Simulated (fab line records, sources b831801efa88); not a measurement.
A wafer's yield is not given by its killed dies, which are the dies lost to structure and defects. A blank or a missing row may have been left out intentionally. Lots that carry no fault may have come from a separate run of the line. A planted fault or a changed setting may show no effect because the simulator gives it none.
fab line records ; flow sfq_line
record lots=5; wafers=23
route steps=325 shown M6@262 I6@270 M7@282 I7@301 M8@313
start_h: hours from the record's first day to the start of the lot's first wafer shown ; wait_h: time in hours since the lot's previous step ; " identical to the entry in the row above ; L1.1+2: a single row standing in for several wafers ; - no value present, or no start provided ; * or withheld: withheld ; < > ~ a bound
route shown NAME@n: NAME is a module with steps in the file, n the number in the route of the first one ; usual: mean/standard deviation taken from wafers without a fault ; same: alike in all rows ; chamber/n: place in a boat ; sites: readings site by site ; _std_site: the standard deviation of these ; _edge_site: mean of outer sites minus mean of inner sites ; radius_mm: for every site, how far away it sits from the centre of the wafer ; mask NAME#n: copy n ; behind: the last tool/chamber to shape the wafer ; hold: the reason the lot was held/the length of the hold in hours/how it ended ; device: names the non-switching transistor (n, p or np) ; end of line: the same wafers' tests at the end of the route ; a step given without rows: its recipe and nothing more ; killed: at the first sort, the dies lost to defects and structure; wafer yield is something else ; map: dies across one wafer; x = killed, . = not, _ = none there
set.NAME: the setting the step ran with; set.NAME@STEP: the setting that earlier step ran with ; model.NAME: the simulator's own value behind a step, which no gauge read
lots whose settings were changed on purpose; a table a step, a row a wafer
## steps
# step SFQ_TRILAYER_M6_BARC_OPEN_METAL_ETCH_206
# recipe mask_material=PR; chemistry=O2; target_depth_nm=125; target=BARC; icp_w=600; bias_w=80; pressure_mtorr=10; time_s=41.7
lot.wafer;tool;chamber;start_h;wait_h;set.time_s;set.spin_rpm@TRILAYER_M6_LITHO_COAT_164;model.etch.depth_nm;model.KrF_of_TRILAYER_M6_LITHO_COAT_159.thk_nm
L074.2;rie_metal-01;0;1566.12;0.0;46.82;3165;-;519.4
L074.3;rie_metal-01;0;1566.12;0.0;41.7;3000;-;526.3
L074.4;rie_metal-01;0;1566.12;0.0;41.7;3000;-;525.7
L074.5;rie_metal-01;0;1566.12;0.0;41.7;3165;-;524.5
L074.6;rie_metal-01;0;1566.12;0.0;46.82;3165;60.6;518.3
L076.1;rie_metal-03;0;1573.30;0.0;38.32;3000;61.73;527.3
L076.2;rie_metal-03;1;1573.30;0.0;41.7;2877;63.12;522.3
L076.3;rie_metal-03;0;1573.30;0.0;41.7;3000;61.74;522.3
L076.5;rie_metal-03;0;1573.30;0.0;38.32;2877;63.08;527.3
L076.6;rie_metal-03;1;1573.30;0.0;41.7;2877;63.2;520
L077.4;rie_metal-02;0;1574.52;0.0;41.7;3000;61.99;525.1
L077.5;rie_metal-02;0;1574.52;0.0;41.7;3000;62.22;525.2
L077.6;rie_metal-02;1;1574.52;0.0;41.7;3000;62.19;522.7
L078.1;rie_metal-03;1;1589.32;0.0;41.7;3000;62.26;527.3
L078.2;rie_metal-03;0;1589.32;0.0;43.43;3000;-;524.1
L078.3;rie_metal-03;0;1589.32;0.0;41.7;2918;-;529.6
L078.5;rie_metal-03;0;1589.32;0.0;41.7;2918;-;528.5
L078.6;rie_metal-03;1;1589.32;0.0;43.43;3000;-;522.1
L079.1;rie_metal-02;1;1591.22;0.0;41.7;3000;61.68;524.3
L079.2;rie_metal-02;0;1591.22;0.0;41.7;2818;-;525
L079.3;rie_metal-02;1;1591.22;0.0;41.7;2818;63.63;521.9
L079.4;rie_metal-02;0;1591.22;0.0;41.7;2818;63.55;526.6
L079.5;rie_metal-02;1;1591.22;0.0;41.7;3000;-;521.3
# step SFQ_TRILAYER_I6_VIA_LITHO_COAT_174
# recipe resist=BARC; spin_rpm=3000; resist_thk_nm=62
lot.wafer;tool;chamber;start_h;wait_h;set.spin_rpm;model.BARC_of_TRILAYER_I6_VIA_LITHO_COAT_174.thk_nm
L074.2;litho_track-01;0;1596.62;0.8;2888;63.21
L074.3;litho_track-01;0;1596.62;0.8;3000;62.05
L074.4;litho_track-01;0;1596.62;0.8;2888;63.17
L074.5;litho_track-01;0;1596.62;0.8;3000;62.06
L074.6;litho_track-01;0;1596.62;0.8;3000;62.2
L076.1;litho_track-01;0;1606.41;1.0;3000;61.92
L076.2;litho_track-01;0;1606.41;1.0;3000;62.1
L076.3;litho_track-01;0;1606.41;1.0;2879;63.38
L076.5;litho_track-01;0;1606.41;1.0;3000;61.9
L076.6;litho_track-01;0;1606.41;1.0;2879;63.43
L077.4;litho_track-01;0;1608.72;0.6;3000;62.03
L077.5;litho_track-01;0;1608.72;0.6;3000;61.91
L077.6;litho_track-01;0;1608.72;0.6;3000;61.9
L078.1;litho_track-04;0;1614.57;1.0;3098;60.96
L078.2;litho_track-04;0;1614.57;1.0;3000;61.83
L078.3;litho_track-04;0;1614.57;1.0;3000;61.84
L078.5;litho_track-04;0;1614.57;1.0;3000;61.71
L078.6;litho_track-04;0;1614.57;1.0;3098;60.92
L079.1;litho_track-04;0;1615.41;1.0;3000;61.97
L079.2;litho_track-04;0;1615.41;1.0;2856;63.41
L079.3;litho_track-04;0;1615.41;1.0;3000;61.92
L079.4;litho_track-04;0;1615.41;1.0;3000;61.89
L079.5;litho_track-04;0;1615.41;1.0;2856;63.29
# step SFQ_TRILAYER_I6_VIA_LITHO_PEB_172
# recipe peb_temp_c=115; peb_time_s=60; resist=KrF
lot.wafer;tool;chamber;start_h;wait_h;set.peb_temp_c
L074.2+3;litho_track-01;0;1716.14;0.8;118.7
L074.4+5+6;litho_track-01;0;1716.14;0.8;115
L076.1+2+3+5+6;litho_track-01;0;1724.52;1.0;115
L077.4+5+6;litho_track-02;0;1728.19;0.5;115
L078.1+2;litho_track-02;0;1730.52;1.0;113.6
L078.3+5+6;litho_track-02;0;1730.52;1.0;115
L079.1+2+3+4+5;litho_track-02;0;1731.72;1.0;115
# step SFQ_TRILAYER_I6_VIA_LITHO_DEVELOP_171
# recipe time_s=60; resist=KrF
# step SFQ_TRILAYER_I6_VIA_BARC_OPEN_VIA_ETCH_235
# recipe mask_material=PR; chemistry=O2; target_depth_nm=125; target=BARC; source_w=500; bias_w=80; pressure_mtorr=30; time_s=41.7
lot.wafer;tool;chamber;start_h;wait_h;set.peb_temp_c@TRILAYER_I6_VIA_LITHO_PEB_172;model.I6.cd_nm
L074.2;rie_diel-04;3;1716.45;0.0;118.7;761.8
L074.3;rie_diel-04;1;1716.45;0.0;118.7;761.6
L074.4;rie_diel-04;2;1716.45;0.0;115;704.1
L074.5;rie_diel-04;1;1716.45;0.0;115;702
L074.6;rie_diel-04;0;1716.45;0.0;115;701.9
L076.1;rie_diel-04;1;1724.85;0.0;115;698.1
L076.2;rie_diel-04;2;1724.85;0.0;115;700.4
L076.3;rie_diel-04;0;1724.85;0.0;115;698.2
L076.5;rie_diel-04;1;1724.85;0.0;115;699.1
L076.6;rie_diel-04;0;1724.85;0.0;115;697.5
L077.4;rie_diel-01;3;1728.47;0.0;115;701.2
L077.5;rie_diel-01;1;1728.47;0.0;115;702.4
L077.6;rie_diel-01;2;1728.47;0.0;115;702.2
L078.1;rie_diel-04;3;1730.85;0.0;113.6;675.8
L078.2;rie_diel-04;1;1730.85;0.0;113.6;673.4
L078.3;rie_diel-04;2;1730.85;0.0;115;702.5
L078.5;rie_diel-04;3;1730.85;0.0;115;701.4
L078.6;rie_diel-04;2;1730.85;0.0;115;701.7
L079.1+3;rie_diel-01;2,1;1732.05;0.0;115;701.3
L079.2;rie_diel-01;3;1732.05;0.0;115;700.8
L079.4;rie_diel-01;3;1732.05;0.0;115;699.7
L079.5;rie_diel-01;1;1732.05;0.0;115;701.7
# step SFQ_TRILAYER_M7_DEP_SPUTTER_175
# recipe material=Nb; base_pressure_pa=1.33e-06; chamber_pressure_pa=0.1333; substrate_temp_c=20; target_thk_nm=200; power_w=2000; time_s=133.3
lot.wafer;tool;chamber;start_h;wait_h;set.time_s;model.Nb_of_TRILAYER_M7_DEP_SPUTTER_175.thk_nm
L074.2;pvd_sputter-04;-;1717.41;0.0;117.4;172.4
L074.3;pvd_sputter-04;-;1717.41;0.0;133.3;196.7
L074.4;pvd_sputter-04;-;1717.41;0.0;133.3;196.3
L074.5;pvd_sputter-04;-;1717.41;0.0;117.4;175.1
L074.6;pvd_sputter-04;-;1717.41;0.0;133.3;199.3
L076.1;pvd_sputter-05;-;1725.81;0.0;139.3;207.5
L076.2;pvd_sputter-05;-;1725.81;0.0;133.3;198.7
L076.3;pvd_sputter-05;-;1725.81;0.0;133.3;203.7
L076.5;pvd_sputter-05;-;1725.81;0.0;139.3;207.8
L076.6;pvd_sputter-05;-;1725.81;0.0;139.3;208.6
L077.4;pvd_sputter-04;-;1729.41;0.0;133.3;201.7
L077.5;pvd_sputter-04;-;1729.41;0.0;133.3;202.1
L077.6;pvd_sputter-04;-;1729.41;0.0;133.3;202.8
L078.1;pvd_sputter-06;-;1731.81;0.0;133.3;200.5
L078.2;pvd_sputter-06;-;1731.81;0.0;148.6;222.1
L078.3;pvd_sputter-06;-;1731.81;0.0;148.6;224.7
L078.5;pvd_sputter-06;-;1731.81;0.0;133.3;202.2
L078.6;pvd_sputter-06;-;1731.81;0.0;148.6;225.6
L079.1;pvd_sputter-05;-;1733.01;0.0;133.3;197.1
L079.2;pvd_sputter-05;-;1733.01;0.0;133.3;197.3
L079.3;pvd_sputter-05;-;1733.01;0.0;133.3;196.2
L079.4;pvd_sputter-05;-;1733.01;0.0;133.3;200.1
L079.5;pvd_sputter-05;-;1733.01;0.0;133.3;197.4
# step SFQ_M7_RS_MEAS_943
# recipe thk_meas_gauge=four-point-probe; reads=Nb_of_TRILAYER_M7_DEP_SPUTTER_175
# usual M7_NB_RS=0.887/0.0093
lot.wafer;tool;chamber;start_h;wait_h;set.time_s@TRILAYER_M7_DEP_SPUTTER_175;M7_NB_RS[ohm/sq]
L074.2;film_metro-04;-;1717.58;0.1;117.4;1.034
L074.3;film_metro-04;-;1717.58;0.1;133.3;0.904
L074.4;film_metro-04;-;1717.58;0.1;133.3;0.905
L074.5;film_metro-04;-;1717.58;0.1;117.4;1.015
L074.6;film_metro-04;-;1717.58;0.1;133.3;0.893
L076.1;film_metro-03;-;1725.90;0.0;139.3;0.857
L076.2;film_metro-03;-;1725.90;0.0;133.3;0.896
L076.3;film_metro-03;-;1725.90;0.0;133.3;0.873
L076.5;film_metro-03;-;1725.90;0.0;139.3;0.854
L076.6;film_metro-03;-;1725.90;0.0;139.3;0.855
L077.4;film_metro-03;-;1729.56;0.1;133.3;0.882
L077.5;film_metro-03;-;1729.56;0.1;133.3;0.882
L077.6;film_metro-03;-;1729.56;0.1;133.3;0.877
L078.1;film_metro-04;-;1731.90;0.0;133.3;0.884
L078.2;film_metro-04;-;1731.90;0.0;148.6;0.798
L078.3;film_metro-04;-;1731.90;0.0;148.6;0.789
L078.5;film_metro-04;-;1731.90;0.0;133.3;0.878
L078.6;film_metro-04;-;1731.90;0.0;148.6;0.787
L079.1;film_metro-04;-;1733.10;0.0;133.3;0.903
L079.2;film_metro-04;-;1733.10;0.0;133.3;0.901
L079.3;film_metro-04;-;1733.10;0.0;133.3;0.904
L079.4;film_metro-04;-;1733.10;0.0;133.3;0.889
L079.5;film_metro-04;-;1733.10;0.0;133.3;0.902
# step SFQ_TRILAYER_M7_LITHO_COAT_177
# recipe resist=KrF; spin_rpm=3000; resist_thk_nm=600
lot.wafer;tool;chamber;start_h;wait_h;set.spin_rpm;model.KrF_of_TRILAYER_M7_LITHO_COAT_177.thk_nm
L074.2;litho_track-03;0;1718.09;0.2;2850;-
L074.3;litho_track-03;0;1718.09;0.2;3000;601.9
L074.4;litho_track-03;0;1718.09;0.2;2850;618.3
L074.5;litho_track-03;0;1718.09;0.2;3000;-
L074.6;litho_track-03;0;1718.09;0.2;2850;618.9
L076.1;litho_track-04;0;1726.38;0.2;3000;600.7
L076.2;litho_track-04;0;1726.38;0.2;3106;591.5
L076.3;litho_track-04;0;1726.38;0.2;3000;600.9
L076.5;litho_track-04;0;1726.38;0.2;3000;603.2
L076.6;litho_track-04;0;1726.38;0.2;3106;590.4
L077.4;litho_track-04;0;1730.13;0.2;3000;601.8
L077.5;litho_track-04;0;1730.13;0.2;3000;600.1
L077.6;litho_track-04;0;1730.13;0.2;3000;602
L078.1;litho_track-01;0;1732.38;0.2;3000;602
L078.2;litho_track-01;0;1732.38;0.2;3153;-
L078.3+6;litho_track-01;0;1732.38;0.2;3000;-
L078.5;litho_track-01;0;1732.38;0.2;3153;588.1
L079.1;litho_track-03;0;1733.58;0.2;3000;601.2
L079.2;litho_track-03;0;1733.58;0.2;3000;600.8
L079.3;litho_track-03;0;1733.58;0.2;3000;601.8
L079.4+5;litho_track-03;0;1733.58;0.2;3000;601.1
# step SFQ_TRILAYER_M7_LITHO_SOFTBAKE_181
# recipe temp_c=withheld; time_s=withheld; resist=KrF
# step SFQ_TRILAYER_M7_LITHO_EXPOSE_178
# recipe mask_id=M7; na=0.6; source_shape=conventional; sigma_outer=0.65; target_cd_nm=500; dose_mj=14.4
# step SFQ_TRILAYER_M7_LITHO_DEVELOP_179
# recipe time_s=60; resist=KrF
# step SFQ_TRILAYER_M7_BARC_OPEN_METAL_ETCH_229
# recipe mask_material=PR; chemistry=O2; target_depth_nm=125; target=BARC; icp_w=600; bias_w=80; pressure_mtorr=10; time_s=41.7
lot.wafer;tool;chamber;start_h;wait_h;set.spin_rpm@TRILAYER_M7_LITHO_COAT_177;model.KrF_of_TRILAYER_M7_LITHO_COAT_177.thk_nm
L074.2;rie_metal-04;1;1726.23;0.0;2850;-
L074.3;rie_metal-04;1;1726.23;0.0;3000;526.2
L074.4;rie_metal-04;0;1726.23;0.0;2850;541.9
L074.5;rie_metal-04;0;1726.23;0.0;3000;-
L074.6;rie_metal-04;1;1726.23;0.0;2850;543.5
L076.1;rie_metal-01;0;1733.43;0.0;3000;523.5
L076.2;rie_metal-01;1;1733.43;0.0;3106;513.4
L076.3;rie_metal-01;0;1733.43;0.0;3000;524
L076.5;rie_metal-01;0;1733.43;0.0;3000;526.4
L076.6;rie_metal-01;1;1733.43;0.0;3106;512.4
L077.4;rie_metal-01;0;1735.85;0.0;3000;524.8
L077.5;rie_metal-01;0;1735.85;0.0;3000;523
L077.6;rie_metal-01;1;1735.85;0.0;3000;524.5
L078.1;rie_metal-03;1;1739.43;0.0;3000;524.1
L078.2;rie_metal-03;0;1739.43;0.0;3153;-
L078.3+6;rie_metal-03;0,1;1739.43;0.0;3000;-
L078.5;rie_metal-03;0;1739.43;0.0;3153;511.3
L079.1;rie_metal-03;0;1835.46;0.0;3000;523.9
L079.2;rie_metal-03;1;1835.46;0.0;3000;523
L079.3;rie_metal-03;1;1835.46;0.0;3000;523.3
L079.4;rie_metal-03;0;1835.46;0.0;3000;523.7
L079.5;rie_metal-03;0;1835.46;0.0;3000;523.2
# step SFQ_TRILAYER_M7_ETCH_METAL_ETCH_180
# recipe target=Nb; stop_on=SiO2; mask_material=PR; chemistry=Cl2/Ar; target_depth_nm=240; icp_w=600; bias_w=80; pressure_mtorr=10; time_s=120
# usual oes_product_au=0.896/0.0069
lot.wafer;tool;chamber;start_h;wait_h;set.icp_w;set.time_s@TRILAYER_M7_DEP_SPUTTER_175;set.spin_rpm@TRILAYER_M7_LITHO_COAT_177;oes_product_au;model.KrF_of_TRILAYER_M7_LITHO_COAT_177.thk_nm
L074.2;rie_metal-04;1;1726.29;0.0;600;117.4;2850;0.827;-
L074.3;rie_metal-04;1;1726.29;0.0;600;133.3;3000;0.886;387.5
L074.4;rie_metal-04;0;1726.29;0.0;600;133.3;2850;0.883;400.6
L074.5;rie_metal-04;0;1726.29;0.0;600;117.4;3000;0.833;-
L074.6;rie_metal-04;1;1726.29;0.0;600;133.3;2850;0.889;406.3
L076.1;rie_metal-01;0;1733.49;0.0;600;139.3;3000;0.914;382.3
L076.2;rie_metal-01;1;1733.49;0.0;600;133.3;3106;0.888;370
L076.3;rie_metal-01;0;1733.49;0.0;627.9;133.3;3000;0.906;376.1
L076.5;rie_metal-01;0;1733.49;0.0;627.9;139.3;3000;0.914;379
L076.6;rie_metal-01;1;1733.49;0.0;600;139.3;3106;0.919;367.9
L077.4;rie_metal-01;0;1735.93;0.1;600;133.3;3000;0.895;383.4
L077.5;rie_metal-01;0;1735.93;0.1;600;133.3;3000;0.897;382.2
L077.6;rie_metal-01;1;1735.93;0.1;600;133.3;3000;0.893;380.7
L078.1;rie_metal-03;1;1739.49;0.0;600;133.3;3000;0.898;379.9
L078.2;rie_metal-03;0;1739.49;0.0;600;148.6;3153;0.946;-
L078.3;rie_metal-03;0;1739.49;0.0;600;148.6;3000;0.960;-
L078.5;rie_metal-03;0;1739.49;0.0;600;133.3;3153;0.896;371.2
L078.6;rie_metal-03;1;1739.49;0.0;600;148.6;3000;0.957;-
L079.1;rie_metal-03;0;1835.52;0.0;600;133.3;3000;0.888;383.2
L079.2;rie_metal-03;1;1835.52;0.0;600;133.3;3000;0.883;379.6
L079.3;rie_metal-03;1;1835.52;0.0;600;133.3;3000;0.882;379.8
L079.4;rie_metal-03;0;1835.52;0.0;600;133.3;3000;0.896;381.7
L079.5;rie_metal-03;0;1835.52;0.0;600;133.3;3000;0.888;382.8
# step SFQ_TRILAYER_I7_VIA_LITHO_COAT_187
# recipe resist=KrF; spin_rpm=3000; resist_thk_nm=650
lot.wafer;tool;chamber;start_h;wait_h;set.spin_rpm;model.KrF_of_TRILAYER_I7_VIA_LITHO_COAT_187.thk_nm
L074.2;litho_track-02;0;1732.62;0.2;3000;648
L074.3;litho_track-02;0;1732.62;0.2;3076;640.8
L074.4;litho_track-02;0;1732.62;0.2;3076;638.5
L074.5;litho_track-02;0;1732.62;0.2;3076;639.4
L074.6;litho_track-02;0;1732.62;0.2;3000;648.1
L076.1;litho_track-02;0;1739.09;0.2;3000;652.1
L076.2;litho_track-02;0;1739.09;0.2;3000;654.5
L076.3;litho_track-02;0;1739.09;0.2;3000;652.4
L076.5;litho_track-02;0;1739.09;0.2;3190;629.5
L076.6;litho_track-02;0;1739.09;0.2;3190;632.9
L077.4;litho_track-04;0;1742.24;0.2;3000;652.8
L077.5;litho_track-04;0;1742.24;0.2;3000;651.8
L077.6;litho_track-04;0;1742.24;0.2;3000;650.8
L078.1;litho_track-02;0;1745.67;0.2;3000;650.3
L078.2;litho_track-02;0;1745.67;0.2;3000;653.1
L078.3;litho_track-02;0;1745.67;0.2;2929;658.4
L078.5;litho_track-02;0;1745.67;0.2;2929;659.8
L078.6;litho_track-02;0;1745.67;0.2;3000;653
L079.1;litho_track-02;0;1841.35;0.2;3137;639
L079.2;litho_track-02;0;1841.35;0.2;3137;638.7
L079.3;litho_track-02;0;1841.35;0.2;3000;653.6
L079.4;litho_track-02;0;1841.35;0.2;3000;650.2
L079.5;litho_track-02;0;1841.35;0.2;3137;635.9
# step SFQ_TRILAYER_M8_LITHO_COAT_193
# recipe resist=KrF; spin_rpm=3000; resist_thk_nm=600
lot.wafer;tool;chamber;start_h;wait_h;set.spin_rpm;model.KrF_of_TRILAYER_M8_LITHO_COAT_193.thk_nm
L074.2;litho_track-02;0;-;-;3000;601.2
L074.3;litho_track-02;0;-;-;2899;610.8
L074.4;litho_track-02;0;-;-;3000;599.3
L074.5;litho_track-02;0;-;-;2899;612.5
L074.6;litho_track-02;0;-;-;2899;608.8
L076.1;litho_track-02;0;-;-;3000;603.5
L076.2;litho_track-02;0;-;-;3198;583.9
L076.3;litho_track-02;0;-;-;3000;600.6
L076.5;litho_track-02;0;-;-;3198;581.4
L076.6;litho_track-02;0;-;-;3000;602.5
L077.4;litho_track-03;0;-;-;3000;600.2
L077.5;litho_track-03;0;-;-;3000;600.5
L077.6;litho_track-03;0;-;-;3000;600.1
L078.1;litho_track-02;0;-;-;3000;601.2
L078.2;litho_track-02;0;-;-;3000;602
L078.3;litho_track-02;0;-;-;3000;602.1
L078.5;litho_track-02;0;-;-;3000;601.6
L078.6;litho_track-02;0;-;-;3000;601
L079.1;litho_track-02;0;-;-;2840;616.5
L079.2;litho_track-02;0;-;-;3000;599.1
L079.3;litho_track-02;0;-;-;3000;599.3
L079.4;litho_track-02;0;-;-;2840;617.4
L079.5;litho_track-02;0;-;-;3000;602.5
## key
split step=SFQ_TRILAYER_M6_BARC_OPEN_METAL_ETCH_206; setting=time_s; stated=41.7; by=wafer
response step=SFQ_TRILAYER_M6_BARC_OPEN_METAL_ETCH_206; reading=model.KrF_of_TRILAYER_M6_LITHO_COAT_159.thk_nm; change=-0.645; per=1%; r=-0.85
split step=SFQ_TRILAYER_I6_VIA_LITHO_COAT_174; setting=spin_rpm; stated=3000; by=wafer
response step=SFQ_TRILAYER_I6_VIA_LITHO_COAT_174; reading=model.BARC_of_TRILAYER_I6_VIA_LITHO_COAT_174.thk_nm; change=-0.305; per=1%; r=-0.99
split step=SFQ_TRILAYER_I6_VIA_LITHO_PEB_172; setting=peb_temp_c; stated=115; by=wafer
response step=SFQ_TRILAYER_I6_VIA_BARC_OPEN_VIA_ETCH_235; reading=model.I6.cd_nm; change=+18.9; per=1%; r=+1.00
split step=SFQ_TRILAYER_M7_DEP_SPUTTER_175; setting=time_s; stated=133.3; by=wafer
response step=SFQ_TRILAYER_M7_DEP_SPUTTER_175; reading=model.Nb_of_TRILAYER_M7_DEP_SPUTTER_175.thk_nm; change=+1.95; per=1%; r=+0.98
response step=SFQ_M7_RS_MEAS_943; reading=M7_NB_RS; change=-0.00896; per=1%; r=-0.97
response step=SFQ_TRILAYER_M7_ETCH_METAL_ETCH_180; reading=oes_product_au; change=+0.00479; per=1%; r=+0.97
split step=SFQ_TRILAYER_M7_LITHO_COAT_177; setting=spin_rpm; stated=3000; by=wafer
response step=SFQ_TRILAYER_M7_LITHO_COAT_177; reading=model.KrF_of_TRILAYER_M7_LITHO_COAT_177.thk_nm; change=-3.05; per=1%; r=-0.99
response step=SFQ_TRILAYER_M7_BARC_OPEN_METAL_ETCH_229; reading=model.KrF_of_TRILAYER_M7_LITHO_COAT_177.thk_nm; change=-3.08; per=1%; r=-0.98
response step=SFQ_TRILAYER_M7_ETCH_METAL_ETCH_180; reading=model.KrF_of_TRILAYER_M7_LITHO_COAT_177.thk_nm; change=-2.65; per=1%; r=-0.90
split step=SFQ_TRILAYER_M7_ETCH_METAL_ETCH_180; setting=icp_w; stated=600; by=wafer
response none clear
split step=SFQ_TRILAYER_I7_VIA_LITHO_COAT_187; setting=spin_rpm; stated=3000; by=wafer
response step=SFQ_TRILAYER_I7_VIA_LITHO_COAT_187; reading=model.KrF_of_TRILAYER_I7_VIA_LITHO_COAT_187.thk_nm; change=-3.29; per=1%; r=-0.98
split step=SFQ_TRILAYER_M8_LITHO_COAT_193; setting=spin_rpm; stated=3000; by=wafer
response step=SFQ_TRILAYER_M8_LITHO_COAT_193; reading=model.KrF_of_TRILAYER_M8_LITHO_COAT_193.thk_nm; change=-3.04; per=1%; r=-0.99
split outside_this_file step=SFQ_TRILAYER_M6_LITHO_COAT_164 setting=spin_rpm
# split outside_this_file: this setting was split too, and the file shows its column; the key of that split is in another file
